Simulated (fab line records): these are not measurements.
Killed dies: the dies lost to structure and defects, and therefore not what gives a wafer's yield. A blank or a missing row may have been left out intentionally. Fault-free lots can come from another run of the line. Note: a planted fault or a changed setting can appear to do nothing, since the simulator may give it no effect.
Code-filled problem report in 8D (eight disciplines) form    flow sky130    the parts of the form that need people (team, actions taken, sign-off) are left out

1. WHAT IS WRONG
Wafers free of any fault read 624.5 ohm/sq (standard deviation 1.4) for NWELL_RS at SKY_NWELL_RS_MEAS_29, against a mean of 632.2 ohm/sq on 6 wafers of 2 lots. That is +5.5 standard deviations from the usual mean.
The step: measures by four-point-probe.
Earliest sighting: wafer L523.2 on film-metro-01 at day 9 17:14. At this step, 36 wafers from 12 lots have a number in the record. Rule for "out" (also "out of limits"): further than 4 standard deviations from the usual mean. All remaining wafers that have a number are taken as sound.

2. WHAT THIS IS AND IS NOT
question                     is                            is not
which readings at this step  NWELL_RS                      -
which lots                   L523, L524                    L506, L509, L510, L512, L513, L515, L525, L526, L527, L529
which wafers of those lots   all that have a number        -
read on which gauges         film-metro-01, film-metro-02  -
when                         from day 9 17:14              up to then (18 sound wafers); but 12 sound wafers of L525, L526, L527, L529 came after

3. WHAT RULES OUT EACH SUSPECT
Counting: any tool at a process step up to the reading is kept as a suspect provided that every lot that is out went through it and no sound lot did after the first of them.
- the gauge at SKY_NWELL_RS_MEAS_29 has been ruled out. Those wafers that are out were read across 2 gauges (film-metro-01, film-metro-02).
- implanter-01 at SKY_NWELL_IMPLANT_13: kept. It ran every lot that is out, first L523 (day 8 19:22), and no sound lot after that; its last sound lot up to then is L515 (day 6 17:58). Its own readings are out on those wafers: dose-ions-cm2, faraday-current-uA.
- plasma-asher-04 at SKY_NWELL_STRIP_14 (strips in O2/N2): ruled out as a lasting fault. Following L523 (day 8 19:30), the first lot on it that is out, the sound lots L525 were run on it.
After counting, what remains is implanter-01 at SKY_NWELL_IMPLANT_13.

4. THE CAUSE (what the simulator had put in)
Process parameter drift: implanter-01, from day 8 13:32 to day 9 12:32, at SKY_NWELL_IMPLANT_13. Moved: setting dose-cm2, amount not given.
After counting, this tool was the only one left.

5. THE EFFECT CHAIN, in route order
Rows list readings where the struck wafers' mean (over those with a number) sits beyond 3 standard deviations from the usual. Readings are gone through only where the record gives a usual standard deviation; hours: the median, over the lots, of the time from a lot's start at the first step in this table giving one to that lot's start at this step; sigmas: the change measured in usual standard deviations.
hours  step                  reading             usual         on struck wafers  change      sigmas
0      SKY_NWELL_IMPLANT_13  dose-ions-cm2       6.998e+11     5.034e+11         -1.964e+11  -99 or more
0      SKY_NWELL_IMPLANT_13  faraday-current-uA  3.95          2.81              -1.14       -16
22     SKY_NWELL_RS_MEAS_29  NWELL_RS            624.5 ohm/sq  632.2             +7.7        +5.5
The process steps in it:
- SKY_NWELL_IMPLANT_13
Later measuring or inspecting steps at which every struck wafer that the step has a row for has a number for every such reading, and none has moved that far: SKY_SONOS_ONO_CD_MEAS_13.

6. HOW IT WOULD HAVE BEEN CAUGHT EARLIER
In this record the first reading out of limits at a measuring or inspecting step was taken at day 9 17:14, 28 hours after the fault began at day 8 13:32.
Tool's own readings at SKY_NWELL_IMPLANT_13, dose-ions-cm2, faraday-current-uA: out on all struck wafers the step has rows for; an alarm limit on them would have tripped on the first.
Each of the lots that are out, 2 in all, had begun SKY_NWELL_IMPLANT_13 on implanter-01 no later than day 9 17:14. None of them would have been spared by holding the tool at that moment.
